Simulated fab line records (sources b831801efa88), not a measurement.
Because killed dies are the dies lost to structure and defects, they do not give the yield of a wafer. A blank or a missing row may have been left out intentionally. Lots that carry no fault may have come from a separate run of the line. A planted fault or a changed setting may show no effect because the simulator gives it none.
Comparing a struck lot with a sound one :: flow sky130 :: 15 steps out of a route of 708
Sound: these wafers, L399.2, L399.4, L399.5. The struck wafers were L414.3, L414.5, L414.6. At the end, the cause is stated.
For every step that has rows: the tool of each side, followed by ch and its chambers, followed by its first start. Under that, the readings that differ: sound wafers :: struck wafers :: difference of the means :: sigmas: that difference in standard deviations of wafers without a fault.
alike: readings with means less than 2 such deviations apart, plus words and numbers identical on both sides. not compared: withheld readings, readings lacking a value on some wafer, bounds such as >300 that could conceal the same value, and numbers that have no deviation in the record and whose values overlap.
The two part at a step that has a row with sigmas, a row that says differs or no value, or rows on one side only. Numbers that don't overlap but have no deviation are shown without sigmas and don't part them. A reading missing from all wafers of one side parts the sides only when that side holds two or more wafers.

first, 1 step without rows for these wafers: SKY_VIA2_CLEAN_19 (cleans in O3/DIW).
SKY_VIA2_SPUTTER_20: material TiN, target thk 20 nm, time 80 s.
  sound on pvd sputter-04, day 38 02:55; struck on pvd sputter-03, day 42 06:53
  alike: throttle valve pct
then, 1 step without rows for these wafers: SKY_VIA2_CVD_21 (deposits W, target thk 420 nm, time 126.4 s).
SKY_VIA2_RS_MEAS_22: uses a four-point probe to measure.
  sound on film metro-01, day 38 03:16; struck on film metro-01, day 42 07:07
  alike: VIA2_W_RS
SKY_VIA2_THK_MEAS_23: measures by xrf.
  sound on film metro-01, day 38 03:23; struck on film metro-01, day 42 07:13
  alike: VIA2_W_THK
SKY_VIA2_CMP_24: polishes, stops on SiO2, t overpolish 20 s, target thk 0 nm.
  sound on cmp-01 ch 0,1,2, day 38 03:26; struck on cmp-02 ch 0,1, day 42 07:19
  alike: edge zone pressure frac, motor current A, overpolish run s, time to endpoint s
SKY_METAL3_SPUTTER_00: material Ti, target thk 15 nm, time 10 s.
  sound on pvd sputter-02, day 38 03:44; struck on pvd sputter-02, day 42 07:34
  alike: throttle valve pct
SKY_METAL3_SPUTTER_01: material TiN, target thk 20 nm, time 16.7 s.
  sound on pvd sputter-02, day 38 03:45; struck on pvd sputter-02, day 42 07:35
  alike: throttle valve pct
then, 1 step without rows for these wafers: SKY_METAL3_SPUTTER_02 (material AlCu, target thk 735 nm, time 39.1 s).
SKY_METAL3_SPUTTER_03: material Ti, target thk 5 nm, time 3.3 s.
  sound on pvd sputter-02, day 38 03:49; struck on pvd sputter-02, day 42 07:38
  alike: throttle valve pct
then, 2 steps without rows for these wafers: SKY_METAL3_SPUTTER_04 (material TiN, target thk 70 nm, time 58.3 s); SKY_CAPM_CVD_00 (deposits SiO2, target thk 15.5 nm).
SKY_CAPM_THK_MEAS_01:
  sound on film metro-04, day 38 03:55; struck on film metro-02, day 42 07:45
reading: CAPM_CVD_00_THK (nm)
sound: 15.92 15.70 15.94
struck: 18.45 18.62 18.92
difference: +2.81
sigmas: +13
then, 1 step without rows for these wafers: SKY_CAPM_SPUTTER_02 (material TiN, target thk 200 nm, time 166.7 s).
SKY_PAD_OPEN_PROBE_99:
  rows exist in the record for the sound wafers here (prober-02, day 47 05:12), none for the struck ones

== WHERE THEY PART ==
At SKY_CAPM_THK_MEAS_01 first; at SKY_PAD_OPEN_PROBE_99 last (within this record only).

WHY: what the simulator had put in
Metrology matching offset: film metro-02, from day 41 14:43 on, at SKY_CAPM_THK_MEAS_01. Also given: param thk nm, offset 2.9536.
